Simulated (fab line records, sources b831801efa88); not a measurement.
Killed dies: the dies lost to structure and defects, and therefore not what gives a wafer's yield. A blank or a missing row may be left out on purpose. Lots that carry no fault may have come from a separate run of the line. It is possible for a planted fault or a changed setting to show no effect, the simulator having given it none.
Chamber matching    flow gf180mcu    3 sister chambers for GF_V4_CVD_02 on pecvd-04
The step deposits SiO2 from TEOS, target thk 850 nm, time 94.851 s. 6 wafers are shown with their chamber, then 8 later ones without.

WAFERS PAIRED WITH THEIR CHAMBERS
wafer   chamber  heater power w (W)
L382.6  1        520
L386.1  0        757
L386.4  1        410
L387.4  0        756
L387.6  2        525
L401.2  2        568

WAFERS WITH NO CHAMBER GIVEN
wafer   heater power w (W)
L401.4  515
L401.6  633
L402.1  484
L402.2  678
L402.5  504
L403.1  466
L403.3  611
L403.6  714

THE CHAMBER EACH PASSED THROUGH
wafer   from the rows above           in truth
L401.4  can't be placed: 2 or 1       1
L401.6  can't be placed: 2 or 0 or 1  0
L402.1  can't be placed: 1 or 2       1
L402.2  can't be placed: 0 or 2       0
L402.5  can't be placed: 1 or 2       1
L403.1  can't be placed: 1 or 2       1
L403.3  can't be placed: 2 or 0 or 1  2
L403.6  0                             0
Correct placement for 1 of the 8. From these rows, 7 cannot be placed; in 7 the true chamber is one of the candidates. Placed wrongly: 0.
How it was worked out, from the rows above alone: a wafer's distance from a chamber is the root of the sum, over the readings, of the square of ((its reading less the chamber's mean) divided by the reading's scatter). If the next closest chamber is less than 2 further off than the closest, the wafer can't be placed; otherwise it belongs to the closest. For every chamber, the mean is computed from those of its wafers that are shown. The scatter: take each reading less its chamber's mean, square it, sum over the shown wafers, divide by the number of wafers less the number of chambers, and take the root.
